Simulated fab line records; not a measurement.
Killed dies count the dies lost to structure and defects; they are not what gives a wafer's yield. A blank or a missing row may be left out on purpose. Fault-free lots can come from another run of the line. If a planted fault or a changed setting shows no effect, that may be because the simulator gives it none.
fab line records	flow sfq-line
[record] lots = 15	wafers = 42	last-day = 77
route steps=325 shown A5B@209 R5@226 M6@252 I7@296
lots untouched by any fault: they come from a run of this same line in which no faults occurred
start-h: hours from the record's opening day to when the first of the lot's shown wafers began	wait-h: how many hours have passed since the lot's step before this one	" the same as in the row above	L1.1+2: several wafers, shown together as one row	- no value, or no start was given	* or withheld: withheld	< > ~ a bound
route shown NAME@n: NAME is a module with steps in the file, n the number in the route of the first one	usual: the fault-free wafers' mean and standard deviation	same: alike in all rows	chamber/n: place in a boat	sites: the reading at each site	_std_site: their standard deviation	_edge_site: the outer-site mean with the inner-site mean subtracted	radius-mm: for every site, how far away it sits from the centre of the wafer	mask NAME#n: copy n	behind: tool/chamber where the wafer was last shaped	hold: why the lot went on hold/how many hours it stayed there/how the hold came to an end	device: which transistor (n, p or np) failed to switch	end of line: tests of these same wafers at the route's end	step lacking rows: just its recipe	killed: count of dies lost to structure and defects at first sort (not the wafer's yield)	map: the dies of a wafer, with x for killed, . for not killed, _ for no die there
set.NAME: the run value of the setting; set.NAME@STEP: its run value at that earlier step	model.NAME: the simulator's own value behind a step, which no gauge read
the route's steps for a sample of lots (tables are steps, rows are wafers)
services: a tool's chamber out of use, with start hour (start-h, from the record's first day; less than 0 if before it), hours out, and reason
[[steps]]
[step SFQ_TRILAYER_A5B_DEP_PECVD_129]
[recipe] material = SiO2	temp-c = 150	time-s = 133.33	pressure-torr = 2.4	rf-w = 183.3	precursor = SiH4/N2O	target-thk-nm = 600
[usual] heater-power-w = 76/15	rf-fwd-power-W = 182.4/0.59	throttle-valve-pct = 25.4/0.8
[same] time-s = 133.33
lot.wafer	tool	chamber	start-h	wait-h	heater-power-w	rf-fwd-power-W	throttle-valve-pct
L661.2	pecvd-02	2	1085.26	0.0	105	182.1	24.3
L661.3	"	1	"	"	47	181.5	25.1
L661.5	"	1	"	"	51	181.4	25.0
L662.2	pecvd-04	1	1088.88	0.0	74	182.3	25.7
L662.4	"	2	"	"	88	182.8	25.4
L662.6	"	1	"	"	74	183.2	25.5
L663.1	pecvd-02	2	1092.03	0.0	102	182.4	24.8
L663.3	"	0	"	"	68	181.9	25.4
L663.6	"	0	"	"	71	181.3	25.1
L664.1	pecvd-04	2	1097.16	0.0	87	181.8	25.5
L664.2	"	0	"	"	67	182.9	24.7
L664.6	"	2	"	"	87	182.8	25.3
L665.1	pecvd-02	1	1112.58	0.0	53	182.9	25.1
L665.3	"	2	"	"	97	182.8	24.2
L665.5	"	2	"	"	103	182.3	24.4
L666.1	pecvd-04	0	1113.76	0.0	59	182.3	24.8
L666.2	"	2	"	"	87	182.8	25.3
L666.3	"	1	"	"	61	183.1	25.9
L668.1	pecvd-01	2	1126.96	0.0	87	182.2	24.7
L668.2	"	1	"	"	82	183.3	27.1
L668.6	"	2	"	"	76	181.3	24.7
L669.4	pecvd-01	2	1130.61	0.0	76	182.9	24.9
L669.6	"	1	"	"	79	183.6	27.3
L671.1	pecvd-04	2	1140.16	0.0	83	182.3	25.5
L671.6	"	2	"	"	87	182.3	25.4
L672.1	pecvd-04	2	1152.26	0.0	82	182.1	25.3
L672.6	"	1	"	"	74	182.2	25.8
L678.3	pecvd-04	2	1197.86	0.0	86	182.6	25.4
L678.5	"	2	"	"	85	182.2	25.6
L678.6	"	1	"	"	74	182.6	25.9
L680.1	pecvd-04	2	1209.86	0.0	90	182.0	25.6
L680.2	"	0	"	"	70	182.6	24.9
L680.5	"	2	"	"	90	182.4	25.8
L681.2	pecvd-01	1	1214.14	0.0	86	182.5	27.3
L681.3	"	0	"	"	68	182.7	27.0
L681.5	"	0	"	"	74	181.9	27.4
L682.1	pecvd-01	2	1223.06	0.0	86	182.6	24.8
L682.4	"	0	"	"	75	182.5	27.3
L682.5	"	2	"	"	89	181.7	24.6
L683.4	pecvd-02	1	1226.71	0.0	52	182.4	25.5
L683.5	"	2	"	"	97	182.5	24.6
L683.6	"	0	"	"	78	182.0	25.7
[step SFQ_TRILAYER_R5_STRIP_STRIP_140]
[recipe] gas = O2	power-w = 200	platen-temp-c = 40	overash-fraction = 0.65	chemistry = O2	pressure-mtorr = 50
[usual] drypump-motor-current-A = 5.8/0.38	oes-product-au = 1.002/0.013
lot.wafer	tool	chamber	start-h	wait-h	drypump-motor-current-A	oes-product-au	rf-hours-counter-h
L661.2	rie-metal-01	1	1224.55	0.0	5.9	0.996	27
L661.3	"	1	"	"	5.8	0.982	-
L661.5	"	1	"	"	5.8	1.003	-
L662.2	rie-metal-04	1	1226.95	0.0	5.8	1.012	112
L662.4	"	1	"	"	5.8	1.010	-
L662.6	"	0	"	"	6.0	1.013	-
L663.1	rie-metal-01	1	1230.55	0.0	5.8	0.994	29
L663.3	"	0	"	"	5.0	0.995	-
L663.6	"	0	"	"	5.0	0.993	-
L664.1	rie-metal-01	0	1232.95	0.0	5.0	0.999	44
L664.2	"	1	"	"	5.8	0.997	29
L664.6	"	0	"	"	5.0	0.997	-
L665.1	rie-metal-01	0	1253.35	0.0	5.0	0.991	49
L665.3	"	1	"	"	5.9	0.980	-
L665.5	"	0	"	"	5.0	1.005	-
L666.1	rie-metal-04	1	1254.55	0.0	5.8	1.002	117
L666.2	"	0	"	"	6.0	0.989	134
L666.3	"	1	"	"	5.9	1.012	-
L668.1	rie-metal-04	1	1270.90	0.0	5.8	1.011	119
L668.2	"	0	"	"	6.0	0.994	136
L668.6	"	1	"	"	5.8	1.015	-
L669.4	rie-metal-04	1	1275.90	0.2	5.9	1.010	-
L669.6	"	1	"	"	5.8	1.009	-
L671.1	rie-metal-01	1	1288.70	0.0	5.8	0.993	39
L671.6	"	1	"	"	5.8	0.985	-
L672.1	rie-metal-01	1	1297.22	0.1	5.8	0.982	42
L672.6	"	1	1298.22	1.0	5.8	0.983	-
L678.3	rie-metal-04	1	1343.00	0.2	5.8	1.028	-
L678.5	"	1	"	"	5.8	1.034	-
L678.6	"	0	"	"	6.0	1.015	-
L680.1	rie-metal-01	1	1360.01	0.0	5.8	0.987	56
L680.2	"	0	"	"	5.0	0.991	62
L680.5	"	1	"	"	5.8	0.986	-
L681.2	rie-metal-02	1	1361.21	0.0	5.6	1.001	46
L681.3	"	0	"	"	6.3	1.017	-
L681.5	"	1	"	"	5.6	0.992	-
L682.1	rie-metal-02	1	1368.41	0.0	5.6	0.990	48
L682.4	"	1	"	"	5.6	0.999	-
L682.5	"	1	"	"	5.6	1.008	-
L683.4	rie-metal-04	1	1371.12	0.3	5.8	1.033	-
L683.5	"	0	"	"	6.0	1.000	-
L683.6	"	1	"	"	5.8	1.021	-
[step SFQ_TRILAYER_M6_DEP_SPUTTER_157]
[recipe] material = Nb	base-pressure-pa = 1.33e-06	chamber-pressure-pa = 0.1333	substrate-temp-c = 20	target-thk-nm = 200	power-w = 2000	time-s = 133.3
[usual] throttle-valve-pct = 29.9/0.87
lot.wafer	tool	chamber	start-h	wait-h	throttle-valve-pct
L661.2	pvd-sputter-05	-	1352.02	0.0	29.6
L661.3	"	-	"	"	30.8
L661.5	"	-	"	"	31.0
L662.2	pvd-sputter-05	-	1358.43	0.0	28.6
L662.4	"	-	"	"	30.9
L662.6	"	-	"	"	30.9
L663.1	pvd-sputter-03	-	1364.38	0.0	29.8
L663.3	"	-	"	"	30.0
L663.6	"	-	"	"	29.9
L664.1	pvd-sputter-03	-	1366.78	0.0	29.4
L664.2	"	-	"	"	29.8
L664.6	"	-	"	"	29.2
L665.1	pvd-sputter-03	-	1393.61	0.0	30.1
L665.3	"	-	"	"	29.2
L665.5	"	-	"	"	29.7
L666.1	pvd-sputter-04	-	1394.81	0.0	29.3
L666.2	"	-	"	"	29.7
L666.3	"	-	"	"	31.3
L668.1	pvd-sputter-03	-	1410.41	0.0	29.0
L668.2	"	-	"	"	29.6
L668.6	"	-	"	"	29.9
L669.4	pvd-sputter-03	-	1417.01	0.0	29.4
L669.6	"	-	"	"	29.8
L671.1	pvd-sputter-03	-	1427.96	0.0	29.3
L671.6	"	-	"	"	29.2
L672.1	pvd-sputter-03	-	1437.57	0.0	30.1
L672.6	"	-	"	"	30.1
L678.3	pvd-sputter-05	-	1484.16	0.0	28.1
L678.5	"	-	"	"	28.4
L678.6	"	-	"	"	29.6
L680.1	pvd-sputter-05	-	1499.86	0.0	31.1
L680.2	"	-	"	"	31.0
L680.5	"	-	"	"	28.3
L681.2	pvd-sputter-05	-	1502.26	0.0	28.4
L681.3	"	-	"	"	29.8
L681.5	"	-	"	"	31.2
L682.1	pvd-sputter-03	-	1508.86	0.0	29.6
L682.4	"	-	"	"	30.0
L682.5	"	-	"	"	29.9
L683.4	pvd-sputter-04	-	1511.26	0.0	29.0
L683.5	"	-	"	"	31.5
L683.6	"	-	"	"	29.5
[step SFQ_M6_RS_MEAS_938]
[recipe] thk-meas-gauge = four-point-probe	reads = Nb_of_TRILAYER_M6_DEP_SPUTTER_157
[usual] M6_NB_RS = 0.895/0.01
lot.wafer	tool	chamber	start-h	wait-h	M6_NB_RS[ohm/sq]
L661.2	film-metro-02	-	1352.13	0.1	0.906
L661.3	"	-	"	"	0.898
L661.5	"	-	"	"	0.906
L662.2	film-metro-02	-	1358.54	0.1	0.895
L662.4	"	-	"	"	0.887
L662.6	"	-	"	"	0.882
L663.1	film-metro-04	-	1364.47	0.0	0.895
L663.3	"	-	"	"	0.903
L663.6	"	-	"	"	0.891
L664.1	film-metro-04	-	1366.87	0.0	0.905
L664.2	"	-	"	"	0.906
L664.6	"	-	"	"	0.907
L665.1	film-metro-04	-	1393.70	0.0	0.915
L665.3	"	-	"	"	0.905
L665.5	"	-	"	"	0.897
L666.1	film-metro-02	-	1394.90	0.0	0.886
L666.2	"	-	"	"	0.913
L666.3	"	-	"	"	0.903
L668.1	film-metro-02	-	1410.50	0.0	0.887
L668.2	"	-	"	"	0.885
L668.6	"	-	"	"	0.881
L669.4	film-metro-04	-	1417.16	0.1	1.205
L669.6	"	-	"	"	0.894
L671.1	film-metro-02	-	1428.05	0.0	1.207
L671.6	"	-	"	"	0.891
L672.1	film-metro-04	-	1437.66	0.0	1.187
L672.6	"	-	"	"	0.870
L678.3	film-metro-04	-	1484.29	0.1	0.898
L678.5	"	-	"	"	0.900
L678.6	"	-	"	"	0.892
L680.1	film-metro-02	-	1499.95	0.0	0.896
L680.2	"	-	"	"	0.885
L680.5	"	-	"	"	0.884
L681.2	film-metro-02	-	1502.37	0.1	0.878
L681.3	"	-	"	"	0.881
L681.5	"	-	"	"	0.882
L682.1	film-metro-01	-	1508.95	0.0	0.892
L682.4	"	-	"	"	0.909
L682.5	"	-	"	"	0.878
L683.4	film-metro-04	-	1511.41	0.1	0.880
L683.5	"	-	"	"	0.901
L683.6	"	-	"	"	0.891
[step SFQ_TRILAYER_M6_ETCH_METAL_ETCH_162]
[recipe] target = Nb	stop-on = SiO2	mask-material = PR	chemistry = Cl2/Ar	target-depth-nm = 240	icp-w = 600	bias-w = 80	pressure-mtorr = 10	time-s = 120
[usual] drypump-motor-current-A = 5.5/0.41	oes-product-au = 0.892/0.0068	rf-fwd-power-W = 596.9/1.9
[same] time-s = 120
lot.wafer	tool	chamber	start-h	wait-h	drypump-motor-current-A	oes-product-au	rf-fwd-power-W	rf-hours-counter-h
L661.2	rie-metal-01	0	1384.85	0.0	5.0	0.883	595.0	67
L661.3	"	1	"	"	5.8	0.894	598.2	-
L661.5	"	1	"	"	5.8	0.886	597.0	-
L662.2	rie-metal-01	1	1393.25	0.0	5.9	0.894	596.9	63
L662.4	"	0	"	"	5.0	0.896	594.8	-
L662.6	"	0	"	"	5.0	0.899	598.3	-
L663.1	rie-metal-04	1	1398.05	0.0	5.8	0.891	595.2	143
L663.3	"	0	"	"	6.0	0.889	594.3	-
L663.6	"	1	"	"	5.8	0.896	592.5	-
L664.1	rie-metal-04	0	1401.65	0.0	6.0	0.884	596.6	161
L664.2	"	1	"	"	5.8	0.890	595.9	144
L664.6	"	1	"	"	5.8	0.881	596.0	-
L665.1	rie-metal-01	0	1428.11	0.1	5.0	0.883	599.5	75
L665.3	"	0	"	"	5.0	0.891	594.6	-
L665.5	"	0	"	"	5.0	0.895	597.9	-
L666.1	rie-metal-04	1	1429.25	0.0	5.9	0.890	597.3	149
L666.2	"	0	"	"	6.0	0.882	597.5	166
L666.3	"	1	"	"	5.8	0.890	596.7	-
L668.1	rie-metal-01	0	1441.25	0.0	5.0	0.896	597.0	78
L668.2	"	1	"	"	5.8	0.900	595.8	69
L668.6	"	0	"	"	5.0	0.900	600.4	-
L669.4	rie-metal-04	0	1447.30	0.1	6.0	0.752	595.7	-
L669.6	"	0	"	"	6.0	0.892	595.3	-
L671.1	rie-metal-01	1	1458.05	0.0	5.9	0.764	597.7	72
L671.6	"	1	"	"	5.8	0.897	594.0	-
L672.1	rie-metal-01	0	1468.43	0.0	5.0	0.772	598.2	83
L672.6	"	0	"	"	5.0	0.910	597.2	-
L678.3	rie-metal-01	1	1505.47	0.1	5.8	0.892	593.7	-
L678.5	"	0	"	"	5.0	0.884	597.0	-
L678.6	"	1	"	"	5.8	0.900	597.8	-
L680.1	rie-metal-03	1	1539.18	0.0	5.3	0.899	595.7	3
L680.2	"	0	"	"	5.1	0.895	595.3	17
L680.5	"	0	"	"	5.1	0.888	598.5	-
L681.2	rie-metal-04	0	1541.58	0.0	6.0	0.903	598.0	5
L681.3	"	1	"	"	5.8	0.900	597.0	-
L681.5	"	0	"	"	6.0	0.897	598.0	-
L682.1	rie-metal-03	0	1551.28	0.0	5.1	0.893	595.9	19
L682.4	"	1	"	"	5.3	0.880	596.0	-
L682.5	"	1	"	"	5.3	0.900	596.2	-
L683.4	rie-metal-01	1	1552.52	0.1	5.8	0.902	593.9	-
L683.5	"	0	"	"	5.0	0.891	595.2	-
L683.6	"	1	"	"	5.8	0.895	595.4	-
[step SFQ_TRILAYER_I7_DEP_PECVD_183]
[recipe] material = SiO2	temp-c = 150	time-s = 111.11	pressure-torr = 2.4	rf-w = 183.3	precursor = SiH4/N2O	target-thk-nm = 500
[usual] heater-power-w = 82/12	rf-fwd-power-W = 182.4/0.55	throttle-valve-pct = 24.5/1.1
[same] time-s = 111.11
lot.wafer	tool	chamber	start-h	wait-h	heater-power-w	rf-fwd-power-W	throttle-valve-pct
L661.2	pecvd-01	2	1538.88	0.0	82	182.9	22.6
L661.3	"	1	"	"	83	182.1	25.1
L661.5	"	1	"	"	84	183.6	25.3
L662.2	pecvd-01	2	1547.38	0.0	77	182.7	22.6
L662.4	"	2	"	"	81	182.5	22.4
L662.6	"	0	"	"	81	182.2	23.8
L663.1	pecvd-04	2	1551.24	0.0	77	182.5	25.7
L663.3	"	0	"	"	68	182.8	24.7
L663.6	"	0	"	"	70	182.0	24.8
L664.1	pecvd-04	1	1556.98	0.0	73	181.1	25.9
L664.2	"	2	"	"	90	182.6	25.6
L664.6	"	1	"	"	73	181.3	25.8
L665.1	pecvd-01	0	1578.58	0.0	85	182.7	23.7
L665.3	"	2	"	"	80	182.2	22.8
L665.5	"	1	"	"	85	182.0	25.3
L666.1	pecvd-04	0	1579.78	0.0	71	182.3	24.9
L666.2	"	1	"	"	62	182.9	26.1
L666.3	"	2	"	"	87	181.5	25.7
L668.1	pecvd-04	1	1590.99	0.0	66	181.7	26.1
L668.2	"	2	"	"	87	181.2	25.9
L668.6	"	1	"	"	68	182.6	25.8
L669.4	pecvd-03	0	1598.23	0.0	98	182.0	23.3
L669.6	"	2	"	"	81	183.2	23.9
L671.1	pecvd-03	0	1610.19	0.0	97	182.2	23.4
L671.6	"	2	"	"	74	182.5	24.0
L672.1	pecvd-01	0	1616.19	0.0	76	182.6	24.0
L672.6	"	1	"	"	81	182.1	25.3
L678.3	pecvd-03	0	1647.88	0.0	99	183.1	23.4
L678.5	"	0	"	"	103	182.7	23.5
L678.6	"	2	"	"	78	182.5	24.0
L680.1	pecvd-03	0	1663.30	0.0	116	182.6	23.2
L680.2	"	1	"	"	86	182.6	25.5
L680.5	"	2	"	"	82	183.1	24.2
L681.2	pecvd-04	0	1665.68	0.0	59	183.2	24.7
L681.3	"	2	"	"	86	181.9	25.6
L681.5	"	1	"	"	69	182.4	25.9
L682.1	pecvd-04	1	1670.48	0.0	72	181.8	25.7
L682.4	"	1	"	"	73	181.8	26.0
L682.5	"	0	"	"	59	182.7	24.7
L683.4	pecvd-03	1	1671.72	0.0	89	182.1	25.1
L683.5	"	2	"	"	81	182.7	24.2
L683.6	"	0	"	"	96	181.6	23.5
[[services]]
tool	chamber	start-h	hours	kind
pecvd-04	-	1091.42	2.8	pm
pecvd-01	0	1113.86	17.3	repair
pecvd-01	-	1169.62	2.8	pm
pvd-sputter-03	-	1178.68	3.0	repair
pvd-sputter-03	-	1215.74	0.7	repair
pvd-sputter-03	-	1235.79	4.6	repair
rie-metal-04	-	1242.37	0.2	repair
pvd-sputter-03	-	1269.47	1.0	repair
rie-metal-01	0	1293.95	27.8	repair
pecvd-01	0	1310.07	5.4	repair
pecvd-01	-	1316.75	14.0	pm
pecvd-04	-	1340.34	2.5	repair
pecvd-04	-	1383.41	0.6	repair
rie-metal-01	1	1419.81	13.0	repair
pecvd-04	0	1468.48	31.1	repair
rie-metal-04	-	1476.18	2.8	pm
rie-metal-01	0	1498.51	3.3	repair
rie-metal-01	-	1513.11	5.3	repair
rie-metal-04	-	1551.32	14.6	pm
rie-metal-01	-	1569.53	2.8	pm
rie-metal-04	-	1571.22	1.4	pm
rie-metal-01	1	1657.75	1.2	repair
rie-metal-04	1	1661.55	25.4	repair
rie-metal-04	-	1666.38	0.6	repair
[[key]]
[first-sign] step = SFQ_M6_RS_MEAS_938	reading = M6_NB_RS	direction = up	sigmas = 29	usual = 0.895	struck = 1.200
[effect] step = SFQ_TRILAYER_M6_ETCH_METAL_ETCH_162	reading = oes-product-au	direction = down	sigmas = 19	usual = 0.892	struck = 0.763
met-at SFQ_TRILAYER_M6_DEP_SPUTTER_157
struck-lots L669,L671,L672
struck-wafers L669.4,L671.1,L672.1
not-acting-at SFQ_TRILAYER_A5B_DEP_PECVD_129,SFQ_TRILAYER_R5_STRIP_STRIP_140,SFQ_TRILAYER_I7_DEP_PECVD_183
onset-between 1410.41 1417.01
[fault] kind = process-parameter-drift	tool = pvd-sputter-03	chamber = -	onset-h = 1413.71	steps = SFQ_TRILAYER_M6_DEP_SPUTTER_157	channel = target-thk-nm	offset = -50.872	shape = step	end-h = 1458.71	scope = struck-wafers-only	acts-in = these-recipes-only	stated = 200
